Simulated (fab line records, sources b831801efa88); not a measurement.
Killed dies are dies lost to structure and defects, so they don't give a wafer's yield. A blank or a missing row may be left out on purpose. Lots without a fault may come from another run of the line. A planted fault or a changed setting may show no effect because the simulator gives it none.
Which tool did it? | flow sky130 | 15 lots, 42 wafers sampled, at 5 steps of a route of 708

WHAT THE GAUGES READ, wafer by wafer
SKY_GATE_OXIDE_TW_MEAS_14.
lot  | measured     | on            | GATE_OXIDE_TW
L397 | day 14 06:16 | film_metro-03 | 225.2 224.4 225.3
L398 | day 14 07:45 | film_metro-03 | 226.3 225.1 225.3
L399 | day 15 12:26 | film_metro-04 | 227.9 228.7 227.1
L400 | day 15 12:19 | film_metro-02 | 223.7 223.2 223.2
L401 | day 15 12:44 | film_metro-04 | 227.5 227.7 226.9
L403 | day 16 23:11 | film_metro-04 | 227.2 226.8 227.0
L405 | day 17 17:28 | film_metro-02 | 224.5 223.5 222.6
L404 | day 17 21:29 | film_metro-04 | 225.3 224.4 226.2
L406 | day 17 21:34 | film_metro-03 | 224.8 225.2 226.7
L407 | day 18 02:14 | film_metro-04 | 225.2 225.1 225.4
L408 | day 18 03:26 | film_metro-03 | 226.5 227.1 225.9
L410 | day 19 03:55 | film_metro-04 | 224.9 226.1
L411 | day 19 17:22 | film_metro-04 | 226.5 224.6
L414 | day 20 08:15 | film_metro-04 | 225.0 224.7
L418 | day 21 17:14 | film_metro-02 | 223.9 223.1 224.0

SKY_POLY_CUT_OVL_MEAS_09.
lot  | measured     | on         | POLY_CUT_OVL (nm)
L397 | day 24 17:54 | overlay-02 | 3 6 4
L398 | day 24 20:03 | overlay-02 | -6 -4 -4
L399 | day 26 01:25 | overlay-01 | 6 11 3
L400 | day 26 01:32 | overlay-02 | -4 -11 1
L401 | day 26 00:28 | overlay-02 | -1 -6 -3
L403 | day 27 09:47 | overlay-02 | 4 -2 -1
L405 | day 28 07:03 | overlay-01 | 3 2 0
L404 | day 28 10:08 | overlay-01 | 9 2 8
L406 | day 28 13:24 | overlay-02 | 8 6 12
L407 | day 28 12:20 | overlay-01 | -1 -4 1
L408 | day 28 14:22 | overlay-01 | 3 7 2
L410 | day 29 13:12 | overlay-01 | 6 2
L411 | day 29 21:43 | overlay-01 | 0 -6
L414 | day 30 16:08 | overlay-02 | -3 7
L418 | day 31 21:35 | overlay-01 | 1 0 10

SKY_CONTACT_THK_MEAS_03.
lot  | measured     | on            | CONTACT_HDPCVD_THK (nm)
L397 | day 30 22:13 | film_metro-04 | 570 568 554
L398 | day 31 00:08 | film_metro-01 | 556 576 552
L399 | day 32 04:07 | film_metro-03 | 566 557 558
L400 | day 32 04:47 | film_metro-01 | 565 565 551
L401 | day 32 02:43 | film_metro-01 | 571 550 556
L403 | day 33 12:01 | film_metro-04 | 568 558 552
L405 | day 34 04:55 | film_metro-01 | 548 549 559
L404 | day 34 08:13 | film_metro-04 | 565 567 554
L406 | day 34 15:07 | film_metro-01 | 558 558 566
L407 | day 34 10:50 | film_metro-04 | 581 567 583
L408 | day 34 15:50 | film_metro-01 | 546 563 571
L410 | day 35 09:19 | film_metro-01 | 572 248 572 249
L411 | day 35 19:18 | film_metro-04 | 239 562 239 563
L414 | day 36 09:52 | film_metro-01 | 267 553 267 553
L418 | day 37 17:40 | film_metro-04 | 570 556 561

WHICH TOOL RAN EACH LOT (tool, then ch and the chambers of the sampled wafers, then the start)
lot  | SKY_VT_ADJUST_NCORE_STRIP_10         | SKY_CONTACT_HDPCVD_02
L397 | plasma_asher-03 ch 0,1, day 8 15:22  | hdpcvd-01 ch 0,2, day 30 22:10
L398 | plasma_asher-02 ch 0,1, day 8 23:33  | hdpcvd-02 ch 0,2, day 31 00:02
L399 | plasma_asher-04 ch 0, day 9 05:20    | hdpcvd-01 ch 1,2, day 32 04:03
L400 | plasma_asher-03 ch 0, day 9 13:39    | hdpcvd-01 ch 1,2, day 32 04:34
L401 | plasma_asher-02 ch 0,1, day 9 18:30  | hdpcvd-02 ch 0,1,2, day 32 02:38
L403 | plasma_asher-02 ch 0,1, day 11 07:12 | hdpcvd-01 ch 1,2, day 33 11:56
L405 | plasma_asher-03 ch 0,1, day 11 16:36 | hdpcvd-01 ch 1,2, day 34 04:51
L404 | plasma_asher-04 ch 0,1, day 11 17:00 | hdpcvd-01 ch 0,1,2, day 34 08:07
L406 | plasma_asher-03 ch 0,1, day 11 20:32 | hdpcvd-02 ch 0,1, day 34 15:03
L407 | plasma_asher-02 ch 0,1, day 12 02:39 | hdpcvd-02 ch 0,2, day 34 10:46
L408 | plasma_asher-02 ch 0,1, day 12 05:55 | hdpcvd-01 ch 0,1,2, day 34 15:46
L410 | plasma_asher-03 ch 0,1, day 12 21:04 | hdpcvd-02 ch 0,2, day 35 09:14
L411 | plasma_asher-04 ch 0,1, day 14 04:43 | hdpcvd-02 ch 0,1, day 35 19:14
L414 | plasma_asher-03 ch 0, day 14 07:00   | hdpcvd-02 ch 0,2, day 36 09:48
L418 | plasma_asher-04 ch 0,1, day 15 02:44 | hdpcvd-01 ch 0,1,2, day 37 17:35
- SKY_VT_ADJUST_NCORE_STRIP_10: strips in O2/N2.
- SKY_CONTACT_HDPCVD_02: deposits SiO2, target thk 565 nm, time 94.2 s.

WHAT THE TOOLS THEMSELVES READ (means of the sampled wafers that have a number; where no wafer has one, the mark that the record gives instead)
SKY_VT_ADJUST_NCORE_STRIP_10.
lot  | tool            | chamber_pressure_mTorr (mTorr) | drypump_motor_current_A (A) | oes_product_au (a.u.) | strip_time_to_endpoint_s (s)
L397 | plasma_asher-03 | 1499.8                         | 5.9                         | 0.714                 | 14.16
L398 | plasma_asher-02 | 1500.2                         | 5.5                         | 0.714                 | 14.17
L399 | plasma_asher-04 | 1500.1                         | 6.6                         | 0.712                 | 14.13
L400 | plasma_asher-03 | 1499.2                         | 6.0                         | 0.714                 | 14.23
L401 | plasma_asher-02 | 1499.7                         | 5.4                         | 0.718                 | 14.17
L403 | plasma_asher-02 | 1500.2                         | 5.4                         | 0.717                 | 14.14
L405 | plasma_asher-03 | 1500.1                         | 5.9                         | 0.718                 | 14.13
L404 | plasma_asher-04 | 1499.8                         | 5.8                         | 0.716                 | 14.18
L406 | plasma_asher-03 | 1499.5                         | 5.9                         | 0.715                 | 14.15
L407 | plasma_asher-02 | 1500.3                         | 5.4                         | 0.716                 | 14.15
L408 | plasma_asher-02 | 1500.7                         | 5.4                         | 0.718                 | 14.13
L410 | plasma_asher-03 | 1500.3                         | 5.8                         | 0.718                 | 14.12
L411 | plasma_asher-04 | 1500.0                         | 6.0                         | 0.714                 | 14.19
L414 | plasma_asher-03 | 1500.4                         | 6.0                         | 0.718                 | 14.10
L418 | plasma_asher-04 | 1499.6                         | 5.8                         | 0.714                 | 14.23

THE ANSWER, worked out from the rows above alone
Rule: what is usual is taken from the lots themselves. Put in order of their means at a reading, lots are off if they are a third of the lots or fewer, leave a main group of 4 or more, and stand apart from it by a gap of 3 or more times the standard deviation of the main group's means; of several such gaps the widest counts. A main group whose means are all the same, to the digits that the tables above print for the reading, isn't used. A lot without any number at a reading at which 4 lots or more have one is off too. The other lots that the step has rows for count as sound. The gauges are gone through in route order, then the tools' own readings, and for those a lot's mean is taken as printed above. The first step at which some lot is off is used, and at that step the reading that is off furthest; a lot without a number counts as furthest.
Off: L410, L411, L414, at SKY_CONTACT_THK_MEAS_03 (CONTACT_HDPCVD_THK). The main group: mean 562 nm, standard deviation 5.4.
A tool fits if, at a process step before that reading, it ran every lot that is off, and no sound lot after the first of them. The gauges at SKY_CONTACT_THK_MEAS_03 are tried like those tools. One fits: hdpcvd-02 at SKY_CONTACT_HDPCVD_02. Its last sound lot is L406 (day 34 15:03), its first lot that is off L410 (day 35 09:14): a fault that began between those two fits.

WHAT THE SIMULATOR HAD PUT IN
Process parameter drift: hdpcvd-02, from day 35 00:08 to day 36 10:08, at SKY_CONTACT_HDPCVD_02. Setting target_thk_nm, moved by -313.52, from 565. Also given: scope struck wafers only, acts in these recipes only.
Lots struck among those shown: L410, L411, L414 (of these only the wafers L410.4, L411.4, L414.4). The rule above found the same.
